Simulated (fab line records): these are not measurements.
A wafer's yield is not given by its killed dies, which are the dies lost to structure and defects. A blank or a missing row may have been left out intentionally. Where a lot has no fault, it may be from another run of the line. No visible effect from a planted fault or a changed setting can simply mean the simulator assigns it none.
Which tool did it?	flow gf180mcu	36 wafers from 12 lots sampled at 4 of the route's 602 steps

WHAT EACH GAUGE READ, for each wafer
GF_STI_CD_MEAS_12: the cd target is 220 nm. Usual: cd-nm reads 219.8 nm (standard deviation 1.2).
lot	measured	on	cd-nm (nm)	flag
L853	day 2 01:22	cd-sem-02	218.6 218.5 218.3	
L854	day 2 06:38	cd-sem-02	218.9 219.5 219.3	
L855	day 2 15:14	cd-sem-02	221.3 218.6 220.0	
L856	day 2 18:04	cd-sem-01	222.0 221.1 222.1	
L857	day 2 23:22	cd-sem-01	219.3 220.8 220.2	
L858	day 3 02:58	cd-sem-02	219.1 219.2 219.0	
L859	day 3 07:44	cd-sem-02	220.3 219.3 218.5	
L867	day 5 01:16	cd-sem-01	219.3 220.2 221.1	
L872	day 6 03:05	cd-sem-01	218.2 219.4 218.6	
L873	day 6 08:44	cd-sem-01	220.4 220.1 220.5	
L874	day 6 14:25	cd-sem-01	218.8 219.4 218.6	
L875	day 6 18:45	cd-sem-01	219.2 219.2 219.6	

GF_STI_THK_MEAS_30. Usual: STI_OXIDATION_02_THK 10.01 nm, standard deviation 0.19.
lot	measured	on	STI_OXIDATION_02_THK (nm)	flag
L853	day 2 07:19	film-metro-04	10.00 10.09 10.17	
L854	day 2 14:20	film-metro-04	9.65 9.65 9.73	
L855	day 2 20:43	film-metro-02	10.42 10.44 10.26	
L856	day 2 22:29	film-metro-04	10.15 10.16 10.10	
L857	day 3 04:24	film-metro-03	8.16 8.28 8.12	OFF
L858	day 3 08:02	film-metro-02	8.32 8.31 8.37	OFF
L859	day 3 12:54	film-metro-03	8.11 8.05 8.03	OFF
L867	day 5 07:15	film-metro-03	9.87 9.96 9.96	
L872	day 6 07:55	film-metro-02	10.41 10.21 10.05	
L873	day 6 13:23	film-metro-02	10.17 10.35 10.29	
L874	day 6 18:46	film-metro-04	9.91 9.86 9.69	
L875	day 6 23:22	film-metro-03	10.12 9.99 9.95	

GF_LVPWELL_TW_MEAS_11. Usual: LVPWELL_TW 566, standard deviation 6.
lot	measured	on	LVPWELL_TW	flag
L853	day 3 20:46	film-metro-01	566 568 569	
L854	day 4 05:04	film-metro-03	557 559 558	
L855	day 4 12:11	film-metro-03	560 557 559	
L856	day 4 15:16	film-metro-03	561 561 557	
L857	day 4 21:13	film-metro-04	572 572 575	
L858	day 5 00:26	film-metro-01	567 568 572	
L859	day 5 06:37	film-metro-01	570 569 568	
L867	day 7 04:35	film-metro-01	564 566 568	
L872	day 8 07:56	film-metro-01	565 568 569	
L873	day 8 13:04	film-metro-01	565 566 565	
L874	day 8 19:44	film-metro-03	554 554 553	
L875	day 9 00:32	film-metro-01	569 567 568	

EACH LOT AND THE TOOL THAT RAN IT (in order: tool; ch and the chambers of the sampled wafers; start)
lot	GF_STI_OXIDATION_29
L853	furnace-01 ch 0, day 2 05:55
L854	furnace-02 ch 0, day 2 12:56
L855	furnace-01 ch 0, day 2 19:19
L856	furnace-01 ch 0, day 2 21:06
L857	furnace-01 ch 0, day 3 03:00
L858	furnace-01 ch 0, day 3 06:37
L859	furnace-01 ch 0, day 3 11:30
L867	furnace-02 ch 0, day 5 05:50
L872	furnace-01 ch 0, day 6 06:31
L873	furnace-01 ch 0, day 6 11:59
L874	furnace-01 ch 0, day 6 17:22
L875	furnace-02 ch 0, day 6 21:58
- GF_STI_OXIDATION_29: stabilise 600 s, purge 300 s, target thk 10 nm.

AS READ BY THE TOOLS THEMSELVES (means over the sampled wafers that have a number; for cases with no such wafer, the mark the record gives instead)
GF_STI_OXIDATION_29. Usual: spike-tc-bottom-C 921.2 C, standard deviation 1.3; spike-tc-centre-C 901.5 C, standard deviation 1.1; spike-tc-lower-C 901.3 C, standard deviation 1.1; spike-tc-top-C 912.8 C, standard deviation 1.3; spike-tc-upper-C 900.1 C, standard deviation 1.4; tube-center-temp-C 900 C, standard deviation 0.086; tube_center_temp_C_max 902.3, standard deviation 0.35; zone-power-bottom-pct 26.84 %, standard deviation 0.26; zone-power-upper-pct 16.20 %, standard deviation 0.16.
lot	tool	spike-tc-bottom-C (C)	spike-tc-centre-C (C)	spike-tc-lower-C (C)	spike-tc-top-C (C)	spike-tc-upper-C (C)	tube-center-temp-C (C)	tube_center_temp_C_max	zone-power-bottom-pct (%)	zone-power-upper-pct (%)	flag
L853	furnace-01	919.2	900.4	900.9	912.1	902.4	900	902.0	26.85	16.18	
L854	furnace-02	922.5	901.6	900.3	914.0	898.6	900	902.4	26.74	16.16	
L855	furnace-01	920.7	902.2	900.4	911.1	901.4	900	902.3	26.73	16.13	
L856	furnace-01	920.5	901.0	900.4	912.0	900.9	900	902.3	26.75	16.24	
L857	furnace-01	901.7	883.0	882.5	894.2	882.5	882	884.0	25.65	15.48	OFF
L858	furnace-01	902.2	882.0	883.8	893.4	883.8	882	884.2	25.87	15.60	OFF
L859	furnace-01	902.9	882.5	883.6	894.4	882.5	882	884.6	25.86	15.47	OFF
L867	furnace-02	922.1	902.0	901.7	914.4	898.6	900	902.5	26.73	16.23	
L872	furnace-01	921.0	901.2	901.8	911.9	900.9	900	902.3	26.76	16.13	
L873	furnace-01	920.3	901.9	900.6	911.5	900.7	900	902.5	27.00	16.27	
L874	furnace-01	920.5	901.3	902.1	911.9	900.9	900	902.5	26.83	16.10	
L875	furnace-02	922.7	902.7	901.2	913.4	898.4	900	902.1	26.32	16.12	

THE ANSWER, worked out from the rows above alone
Rule: a lot counts as off when the mean over its wafers that have a number is more than 3 standard deviations away from the usual mean. Also off: a lot with no number at a reading for which 4 or more lots have one. Any other lot the step has rows for is counted as sound. Order of review: gauges by route order, followed by the tools' own readings, for which a lot's mean as printed above is used. At the first step where some lot is off, the reading lying furthest off is the one used; lots without a number count as furthest.
Off: at GF_STI_THK_MEAS_30 (STI_OXIDATION_02_THK), L857, L858, L859.
A tool fits if, at a process step before that reading, it ran every lot that is off, and no sound lot after the first of them. The gauges at GF_STI_THK_MEAS_30 aren't tried: what is off there is off at GF_STI_OXIDATION_29 too, on other tools, and a gauge's error can't cause that. Of those tried, none fits.

WHAT THE SIMULATOR HAD PUT IN
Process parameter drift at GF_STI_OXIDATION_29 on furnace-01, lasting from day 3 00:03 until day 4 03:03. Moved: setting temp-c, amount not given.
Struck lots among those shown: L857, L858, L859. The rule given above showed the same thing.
